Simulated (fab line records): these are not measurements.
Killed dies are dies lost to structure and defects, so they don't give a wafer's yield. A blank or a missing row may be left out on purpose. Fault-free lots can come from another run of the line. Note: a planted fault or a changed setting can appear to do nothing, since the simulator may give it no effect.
fab line records    flow sky130
[record] lots = 6  wafers = 18  lastDay = 50
route steps=708 shown SD_N@344 SD_P@359 RES_XHIGH@360 PAD_OPEN@708
lots that met no fault: from a run of the same line without faults
startH: hours from the record's opening day to when the first of the lot's shown wafers began    waitH: time in hours since the lot's previous step    " same as the row above    L1.1+2: a single row standing in for several wafers    - either no value or no given start    * or withheld: withheld    < > ~ a bound
route shown NAME@n: names a module that has steps shown in the file, with the first one's number in the route    usual: mean/standard deviation taken from wafers without a fault    same: alike in all rows    chamber/n: place in a boat    sites: each site's reading    _std_site: standard deviation of those values    _edge_site: the outer-site mean with the inner-site mean subtracted    radiusMm: for every site, how far away it sits from the centre of the wafer    mask NAME#n: copy n    behind: the tool/chamber that last shaped the wafer    hold: what put the lot on hold/how long, in hours/how the hold closed    device: the n, p or np transistor that did not switch    end of line: at the end of the route, the tests of the same wafers    where a step has no rows: the recipe by itself    killed: at the first sort, the dies lost to defects and structure; wafer yield is something else    map: the dies of a wafer, with x for killed, . for not killed, _ for no die there
set.NAME: the setting as run; set.NAME@STEP: as run at that earlier step    model.NAME: the simulator's own value behind a step, which no gauge read
lots seen at some steps along the route; tables by step, rows by wafer
services: from which hour (startH, from the record's first day; less than 0 if before it) a tool's chamber was out of use, for how many hours, and why
[[steps]]
[step SKY_SD_N_COAT_02]
[recipe] resist = NOVOLAK  spinRpm = 3000  resistThkNm = 1140
[step SKY_SD_N_SOFTBAKE_03]
[recipe] tempC = 90  timeS = 60  resist = NOVOLAK
[step SKY_SD_N_EXPOSE_04]
[recipe] maskId = NSDM  na = 0.6  sourceShape = conventional  sigmaOuter = 0.6  polarization = unpolarized  targetCdNm = 380  doseMj = 137.5
[step SKY_SD_N_PEB_05]
[recipe] tempC = withheld  timeS = *  resist = NOVOLAK
[step SKY_SD_N_DEVELOP_06]
[recipe] resist = NOVOLAK  developer = TMAH  developTimeS = 60  devTempC = 23
[step SKY_SD_N_CD_MEAS_07]
[recipe] targetCdNm = 380
[usual] cdNm = 379.9/2.6
lot.wafer  tool      chamber  startH  waitH  cdNm
L737.2     cdSem-01  -        649.46  0.1    376.9
L737.4     "         -        "       "      379.6
L737.5     "         -        "       "      379.3
L740.1     cdSem-02  -        674.79  0.1    376.0
L740.4     "         -        "       "      378.0
L740.5     "         -        "       "      379.2
L746.1     cdSem-02  -        724.59  0.1    381.5
L746.2     "         -        "       "      380.9
L746.5     "         -        "       "      381.3
L757.3     cdSem-01  -        800.43  0.1    373.6
L757.4     "         -        "       "      374.2
L757.6     "         -        "       "      376.9
L759.1     cdSem-02  -        825.19  0.1    376.9
L759.4     "         -        "       "      377.2
L759.6     "         -        "       "      376.7
L760.4     cdSem-01  -        829.35  0.1    378.0
L760.5     "         -        "       "      378.6
L760.6     "         -        "       "      378.1
[step SKY_SD_N_OVL_MEAS_08]
[usual] SD_N_OVL = -0.2/1.6
lot.wafer  tool        chamber  startH  waitH  SD_N_OVL[nm]
L737.2     overlay-02  -        649.56  0.1    -1.5
L737.4     "           -        "       "      -1.8
L737.5     "           -        "       "      -0.8
L740.1     overlay-01  -        674.91  0.1    -1.5
L740.4     "           -        "       "      -1.1
L740.5     "           -        "       "      -2.0
L746.1     overlay-01  -        724.71  0.1    -0.8
L746.2     "           -        "       "      0.2
L746.5     "           -        "       "      -1.6
L757.3     overlay-01  -        800.52  0.1    1.1
L757.4     "           -        "       "      0.0
L757.6     "           -        "       "      -0.5
L759.1     overlay-01  -        825.31  0.1    0.2
L759.4     "           -        "       "      -0.6
L759.6     "           -        "       "      -0.2
L760.4     overlay-02  -        829.43  0.1    -3.1
L760.5     "           -        "       "      -0.5
L760.6     "           -        "       "      -1.3
[step SKY_SD_N_IMPLANT_09]
[recipe] species = As  energyKev = 50  doseCm2 = 4e+15  tiltDeg = 0
[step SKY_SD_N_IMPLANT_10]
[recipe] species = P  energyKev = 20  doseCm2 = 1e+14  tiltDeg = 0
[step SKY_SD_N_STRIP_11]
[recipe] chemistry = O2/N2  powerW = 1400  pressureMtorr = 1500  platenTempC = withheld  o2FlowSccm = 3000  n2FlowSccm = 300  overashFraction = 0.5
[usual] drypumpMotorCurrentA = 5.8/0.31  o2FlowSccm = 3000/9  oesProductAu = 0.527/0.0041  stripTimeToEndpointS = 22.54/0.043
lot.wafer  tool            chamber  startH  waitH  drypumpMotorCurrentA  o2FlowSccm  oesProductAu  rfHoursCounterH  stripTimeToEndpointS
L737.2     plasmaAsher-01  0        649.89  0.1    5.5                   3007        0.525         55               22.50
L737.4     "               1        "       "      6.1                   2992        0.529         -                22.41
L737.5     "               1        "       "      6.1                   3014        0.531         -                22.49
L740.1     plasmaAsher-03  0        675.24  0.1    5.2                   3008        0.531         85               22.57
L740.4     "               0        "       "      5.2                   2997        0.533         -                22.55
L740.5     "               0        "       "      5.2                   3013        0.530         -                22.59
L746.1     plasmaAsher-03  0        725.04  0.1    5.2                   2998        0.526         90               22.55
L746.2     "               1        "       "      6.3                   3006        0.518         90               22.53
L746.5     "               1        "       "      6.3                   2995        0.525         -                22.54
L757.3     plasmaAsher-02  1        800.88  0.1    5.9                   3008        0.525         -                22.58
L757.4     "               0        "       "      5.6                   2984        0.530         -                22.64
L757.6     "               1        "       "      5.9                   3011        0.534         -                22.58
L759.1     plasmaAsher-02  1        825.64  0.1    5.8                   3019        0.534         39               22.59
L759.4     "               1        "       "      5.8                   3020        0.525         -                22.61
L759.6     "               0        "       "      5.6                   2990        0.532         -                22.60
L760.4     plasmaAsher-02  0        829.78  0.1    5.5                   2988        0.532         -                22.59
L760.5     "               1        "       "      5.9                   3009        0.526         -                22.57
L760.6     "               0        "       "      5.6                   2988        0.524         -                22.59
[step SKY_SD_N_TW_MEAS_12]
[usual] SD_N_TW = 3985/30
lot.wafer  tool          chamber  startH  waitH  SD_N_TW
L737.2     filmMetro-02  -        650.00  0.1    3947
L737.4     "             -        "       "      3949
L737.5     "             -        "       "      3920
L740.1     filmMetro-03  -        675.34  0.1    4002
L740.4     "             -        "       "      3996
L740.5     "             -        "       "      3995
L746.1     filmMetro-03  -        725.14  0.1    4016
L746.2     "             -        "       "      4035
L746.5     "             -        "       "      4029
L757.3     filmMetro-01  -        800.96  0.1    4018
L757.4     "             -        "       "      4009
L757.6     "             -        "       "      4019
L759.1     filmMetro-02  -        825.74  0.1    3968
L759.4     "             -        "       "      3962
L759.6     "             -        "       "      3948
L760.4     filmMetro-02  -        829.87  0.1    3938
L760.5     "             -        "       "      3936
L760.6     "             -        "       "      3943
[step SKY_SD_N_CLEAN_13]
[recipe] chemistry = SC1/SC2  mix = 1:4:20  tempC = 70  timeS = 150  dry = n2Spin
[step SKY_SD_N_RTA_14]
[recipe] tempC = 1075  timeS = 2  idleTempC = 650  rampUpCPerS = 150  rampDownCPerS = 90  ambient = N2
[usual] lampPowerPct = 15.74/0.051  wafer_temp_C_max = 1077.9/1.1
lot.wafer  tool          chamber  startH  waitH  lampPowerPct  wafer_temp_C_max
L737.2     rtpAnneal-02  0        650.12  0.0    15.63         1077.4
L737.4     "             0        "       "      15.76         1079.9
L737.5     "             0        "       "      15.72         1078.1
L740.1     rtpAnneal-01  0        675.45  0.0    15.75         1077.4
L740.4     "             0        "       "      15.71         1077.0
L740.5     "             0        "       "      15.71         1078.7
L746.1     rtpAnneal-01  0        725.26  0.0    15.73         1077.7
L746.2     "             0        "       "      15.80         1077.2
L746.5     "             0        "       "      15.76         1077.5
L757.3     rtpAnneal-02  0        801.08  0.0    15.78         1085.0
L757.4     "             0        "       "      15.76         1085.4
L757.6     "             0        "       "      15.80         1086.0
L759.1     rtpAnneal-02  0        825.85  0.0    15.88         1084.5
L759.4     "             0        "       "      15.79         1083.1
L759.6     "             0        "       "      15.69         1083.0
L760.4     rtpAnneal-01  0        829.99  0.0    15.65         1077.8
L760.5     "             0        "       "      15.81         1075.7
L760.6     "             0        "       "      15.60         1079.9
[step SKY_SD_N_RS_MEAS_16]
[recipe] thkMeasGauge = four-point-probe
[usual] SD_N_RS = 68.67/0.17
lot.wafer  tool          chamber  startH  waitH  SD_N_RS[ohm/sq]
L737.2     filmMetro-01  -        650.30  0.1    68.76
L737.4     "             -        "       "      68.48
L737.5     "             -        "       "      68.64
L740.1     filmMetro-03  -        675.63  0.1    68.78
L740.4     "             -        "       "      68.80
L740.5     "             -        "       "      68.74
L746.1     filmMetro-03  -        725.43  0.1    68.94
L746.2     "             -        "       "      68.98
L746.5     "             -        "       "      68.91
L757.3     filmMetro-01  -        801.27  0.1    67.49
L757.4     "             -        "       "      67.33
L757.6     "             -        "       "      67.49
L759.1     filmMetro-03  -        826.03  0.1    67.49
L759.4     "             -        "       "      67.62
L759.6     "             -        "       "      67.70
L760.4     filmMetro-02  -        830.19  0.1    68.57
L760.5     "             -        "       "      68.48
L760.6     "             -        "       "      68.48
[step SKY_SD_N_RS_MEAS_17]
[recipe] thkMeasGauge = four-point-probe
[usual] SD_P_RS = 147.3/0.48
lot.wafer  tool          chamber  startH  waitH  SD_P_RS[ohm/sq]
L737.2     filmMetro-01  -        650.42  0.1    147.0
L737.4     "             -        "       "      146.8
L737.5     "             -        "       "      147.0
L740.1     filmMetro-03  -        675.75  0.1    147.9
L740.4     "             -        "       "      147.9
L740.5     "             -        "       "      147.8
L746.1     filmMetro-03  -        725.55  0.1    147.8
L746.2     "             -        "       "      147.9
L746.5     "             -        "       "      148.0
L757.3     filmMetro-01  -        801.39  0.1    141.5
L757.4     "             -        "       "      141.6
L757.6     "             -        "       "      141.7
L759.1     filmMetro-03  -        826.15  0.1    141.9
L759.4     "             -        "       "      142.1
L759.6     "             -        "       "      142.4
L760.4     filmMetro-02  -        830.31  0.1    147.1
L760.5     "             -        "       "      147.2
L760.6     "             -        "       "      147.4
[step SKY_SD_N_RS_MEAS_18]
[recipe] thkMeasGauge = four-point-probe
[usual] RES_XHIGH_RS = 333.8/1.5
lot.wafer  tool          chamber  startH  waitH  RES_XHIGH_RS[ohm/sq]
L737.2     filmMetro-01  -        650.54  0.1    332.7
L737.4     "             -        "       "      332.4
L737.5     "             -        "       "      335.1
L740.1     filmMetro-03  -        675.87  0.1    334.6
L740.4     "             -        "       "      334.4
L740.5     "             -        "       "      334.6
L746.1     filmMetro-03  -        725.67  0.1    334.2
L746.2     "             -        "       "      333.8
L746.5     "             -        "       "      335.9
L757.3     filmMetro-01  -        801.51  0.1    331.9
L757.4     "             -        "       "      331.2
L757.6     "             -        "       "      333.1
L759.1     filmMetro-03  -        826.27  0.1    334.4
L759.4     "             -        "       "      334.2
L759.6     "             -        "       "      334.6
L760.4     filmMetro-02  -        830.43  0.1    333.5
L760.5     "             -        "       "      334.2
L760.6     "             -        "       "      335.0
[step SKY_PAD_OPEN_PROBE_99]
[usual] killed_at_M0_to_M3 = 43/7.7  killed_at_M4_up = 2.9/1.7  killedAtContacts = 24/5.5  killedAtFrontEnd = 15/4  killedAtOther = 0.4/0.66  killedDies = 86/9.4  killedOpen = 47/6.7  killedShort = 38/6.2
[same] grossDies = 492  killedAtBackSide = 0
lot.wafer  tool       chamber  startH   waitH  killed_at_M0_to_M3  killed_at_M4_up  killedAtContacts  killedAtFrontEnd  killedAtOther  killedDies  killedOpen  killedShort  model.etest.resXhighPo.lineOhmUm  model.etest.resXhighPo.rsOhmSq  model.etest.resPdiff.lineOhmUm  model.etest.resHighPo.lineOhmUm  model.etest.liconHighPo.rcOhm  model.etest.resHighPo.rsOhmSq  model.etest.resPdiffHv.rsOhmSq  model.etest.resPdiff.rsOhmSq
L737.2     prober-02  -        1074.36  0.1    53                  3                19                10                0              85          50          35           5409                              1908                            1376                            724.6                            339.5                          254.3                          194.3                           198.4
L737.4     prober-02  -        1074.46  0.2    53                  3                24                14                0              94          50          43           5325                              1872                            1390                            706.6                            330.2                          250.9                          193.7                           198.5
L737.5     prober-02  -        1074.51  0.2    51                  2                31                14                0              98          51          47           5514                              1939                            1346                            724.4                            337.3                          257.8                          194.2                           199.1
L740.1     prober-01  -        1094.45  0.1    43                  5                37                17                1              103         48          54           5785                              2022                            1353                            739.5                            368.4                          261.7                          190.4                           195.7
L740.4     prober-01  -        1094.60  0.2    33                  4                23                17                0              77          41          36           5821                              2036                            1388                            756.2                            376.3                          262.4                          190.3                           196.8
L740.5     prober-01  -        1094.65  0.2    41                  2                15                14                0              72          40          31           5666                              2024                            1357                            735.9                            352.6                          261                            191.6                           197.1
L746.1     prober-01  -        1133.22  0.1    40                  2                28                16                1              87          45          42           5497                              1961                            1381                            741.4                            340.4                          260.7                          190.3                           197
L746.2     prober-01  -        1133.27  0.1    45                  5                17                22                1              90          50          40           5611                              1975                            1418                            750                              362.8                          261                            190.5                           197.9
L746.5     prober-01  -        1133.42  0.2    52                  6                22                10                0              90          50          40           5539                              1932                            1358                            738.7                            348.2                          256.9                          190.6                           200.2
L757.3     prober-02  -        1183.77  0.2    32                  2                27                16                0              77          50          27           5278                              1855                            1350                            709.2                            315.7                          248.6                          181.2                           188.6
L757.4     prober-02  -        1183.82  0.2    47                  3                14                15                1              80          43          36           5255                              1871                            1296                            723.8                            315.8                          251.1                          180.1                           190
L757.6     prober-02  -        1183.92  0.2    36                  2                24                7                 0              69          41          27           5427                              1888                            1305                            726                              317.1                          250.3                          182.7                           190.2
L759.1     prober-02  -        1199.36  0.1    44                  5                31                14                0              94          50          44           5609                              1922                            1291                            733.1                            333.3                          254.2                          180.1                           185.8
L759.4     prober-02  -        1199.51  0.2    34                  5                23                11                0              73          49          24           5633                              1920                            1280                            721.6                            327.4                          251.6                          178.2                           185.9
L759.6     prober-02  -        1199.61  0.2    35                  5                28                9                 0              77          42          35           5446                              1887                            1301                            720.6                            321.3                          248.6                          181.2                           185.9
L760.4     prober-01  -        1200.41  0.2    47                  4                26                11                2              90          47          43           5766                              2004                            1390                            752.9                            339.4                          263.1                          190                             195.3
L760.5     prober-01  -        1200.46  0.2    31                  3                20                9                 1              64          42          22           5775                              1994                            1368                            753.4                            345.9                          265.2                          188.5                           194.2
L760.6     prober-01  -        1200.51  0.2    51                  4                20                13                2              90          51          39           5886                              2032                            1384                            767.9                            337.2                          266.4                          190.1                           196.9
// killed by level:class
L737.2 VIA1:geometricParticle:open=15 CONTACT:geometricParticle:open=11 VIA3:geometricParticle:open=9 METAL2:geometricParticle:short=8 METAL1:geometricParticle:short=5 CONTACT:geometricParticle:short=4 VIA1:geometricParticle:short=4 VIA2:geometricParticle:open=4
L737.4 VIA1:geometricParticle:open=18 LI_CONTACT:geometricParticle:open=11 VIA1:geometricParticle:short=9 CONTACT:geometricParticle:open=7 METAL2:geometricParticle:short=5 FIELD_ISO:geometricParticle:short=4 POLY_GATE:geometricParticle:short=4 METAL3:geometricParticle:short=4
L737.5 CONTACT:geometricParticle:short=10 LI_CONTACT:geometricParticle:open=9 CONTACT:geometricParticle:open=8 VIA1:geometricParticle:short=8 VIA1:geometricParticle:open=7 METAL2:geometricParticle:short=7 FIELD_ISO:geometricParticle:open=5 METAL1:geometricParticle:short=5
L740.1 CONTACT:geometricParticle:open=14 METAL2:geometricParticle:short=9 LI_CONTACT:geometricParticle:open=9 VIA1:geometricParticle:open=9 METAL1:geometricParticle:short=8 CONTACT:geometricParticle:short=7 VIA3:geometricParticle:short=5 METAL4:geometricParticle:short=5
L740.4 CONTACT:geometricParticle:open=10 METAL1:geometricParticle:short=8 FIELD_ISO:geometricParticle:short=6 LI_CONTACT:geometricParticle:open=6 VIA1:geometricParticle:open=5 VIA3:geometricParticle:open=5 POLY_GATE:geometricParticle:open=4 LI_CONTACT:geometricParticle:short=3
L740.5 VIA1:geometricParticle:open=9 LI_CONTACT:geometricParticle:open=6 VIA1:geometricParticle:short=6 VIA3:geometricParticle:open=6 FIELD_ISO:geometricParticle:open=4 CONTACT:geometricParticle:open=4 VIA2:geometricParticle:open=4 METAL3:geometricParticle:short=4
L746.1 VIA1:geometricParticle:open=11 CONTACT:geometricParticle:open=9 CONTACT:geometricParticle:short=7 VIA1:geometricParticle:short=6 FIELD_ISO:geometricParticle:short=5 LOCAL_INTERCONNECT:geometricParticle:short=5 METAL3:geometricParticle:short=5 VIA3:geometricParticle:open=5
L746.2 VIA1:geometricParticle:open=10 VIA2:geometricParticle:open=7 POLY_GATE:geometricParticle:open=6 CONTACT:geometricParticle:open=6 METAL1:geometricParticle:short=6 FIELD_ISO:geometricParticle:short=5 LI_CONTACT:geometricParticle:open=5 METAL2:geometricParticle:short=5
L746.5 VIA1:geometricParticle:open=16 VIA2:geometricParticle:open=11 METAL2:geometricParticle:short=8 CONTACT:geometricParticle:open=7 LOCAL_INTERCONNECT:geometricParticle:short=5 METAL4:geometricParticle:short=5 VIA1:geometricParticle:short=5 FIELD_ISO:geometricParticle:short=4
L757.3 CONTACT:geometricParticle:open=12 VIA1:geometricParticle:open=9 VIA3:geometricParticle:open=6 VIA2:geometricParticle:open=4 LI_CONTACT:geometricParticle:open=4 LOCAL_INTERCONNECT:geometricParticle:short=4 CONTACT:geometricParticle:short=4 METAL1:geometricParticle:short=4
L757.4 VIA1:geometricParticle:open=13 FIELD_ISO:geometricParticle:open=6 METAL1:geometricParticle:short=6 LI_CONTACT:geometricParticle:open=5 LOCAL_INTERCONNECT:geometricParticle:short=4 VIA1:geometricParticle:short=4 VIA2:geometricParticle:open=4 VIA3:geometricParticle:open=4
L757.6 VIA1:geometricParticle:open=12 CONTACT:geometricParticle:open=9 VIA2:geometricParticle:open=7 LOCAL_INTERCONNECT:geometricParticle:short=6 LI_CONTACT:geometricParticle:open=5 METAL2:geometricParticle:short=5 FIELD_ISO:geometricParticle:short=2 SPACER:geometricParticle:open=2
L759.1 LOCAL_INTERCONNECT:geometricParticle:short=12 VIA1:geometricParticle:open=11 CONTACT:geometricParticle:open=9 METAL2:geometricParticle:short=8 VIA2:geometricParticle:open=6 VIA1:geometricParticle:short=6 VIA3:geometricParticle:open=6 FIELD_ISO:geometricParticle:open=5
L759.4 VIA1:geometricParticle:open=9 CONTACT:geometricParticle:open=7 LI_CONTACT:geometricParticle:open=6 VIA2:geometricParticle:open=6 VIA3:geometricParticle:open=5 FIELD_ISO:geometricParticle:open=4 LOCAL_INTERCONNECT:geometricParticle:short=4 POLY_GATE:geometricParticle:open=3
L759.6 LI_CONTACT:geometricParticle:open=9 CONTACT:geometricParticle:open=9 VIA2:geometricParticle:open=7 METAL1:geometricParticle:short=5 VIA3:geometricParticle:open=5 LOCAL_INTERCONNECT:geometricParticle:short=4 CONTACT:geometricParticle:short=4 VIA2:geometricParticle:short=4
L760.4 CONTACT:geometricParticle:open=11 VIA2:geometricParticle:open=8 METAL2:geometricParticle:short=7 VIA3:geometricParticle:open=7 LOCAL_INTERCONNECT:geometricParticle:short=5 VIA1:geometricParticle:open=5 LI_CONTACT:geometricParticle:open=4 CONTACT:geometricParticle:short=4
L760.5 VIA1:geometricParticle:open=13 LI_CONTACT:geometricParticle:open=7 CONTACT:geometricParticle:open=6 VIA2:geometricParticle:open=6 CONTACT:geometricParticle:short=4 FIELD_ISO:geometricParticle:open=3 POLY_GATE:geometricParticle:short=3 METAL1:geometricParticle:short=3
L760.6 VIA1:geometricParticle:open=10 VIA2:geometricParticle:open=9 METAL1:geometricParticle:short=9 CONTACT:geometricParticle:open=8 METAL2:geometricParticle:short=7 LI_CONTACT:geometricParticle:open=5 VIA3:geometricParticle:open=5 FIELD_ISO:geometricParticle:open=4
[[services]]
tool            chamber  startH  hours  kind
plasmaAsher-01  -        652.71  3.1    repair
plasmaAsher-03  -        806.16  5.3    repair
plasmaAsher-01  -        806.53  1.7    repair
plasmaAsher-01  -        829.82  1.7    repair
[[key]]
[firstSign] step = SKY_SD_N_RTA_14  reading = wafer_temp_C_max  direction = up  sigmas = 5.7  usual = *  struck = *
[effect] step = SKY_SD_N_RS_MEAS_16  reading = SD_N_RS  direction = down  sigmas = 6.9  usual = 68.67  struck = 67.52
[effect] step = SKY_SD_N_RS_MEAS_17  reading = SD_P_RS  direction = down  sigmas = 11  usual = 147.3  struck = 141.9
[modelEffect] step = SKY_PAD_OPEN_PROBE_99  value = etest.resXhighPo.lineOhmUm  without = 5777  struck = 5442
metAt SKY_SD_N_RTA_14
struckWafers L757.3,L757.4,L757.6,L759.1,L759.4,L759.6
testerLeftOut L757,L759
onsetBetween 650.12 801.08
[fault] kind = processParameterDrift  tool = rtpAnneal-02  chamber = -  onsetH = 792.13  steps = SKY_SD_N_RTA_14  channel = tempC  offset = *  shape = step  endH = 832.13  actsIn = *  stated = *
// testerLeftOut: of these lots the tester's yield and bins aren't shown, on N5 and GAA mostly nor the transistor test; their killed dies are dies lost to structure and defects alone, not to doping, threshold or leakage, so they don't give the yield
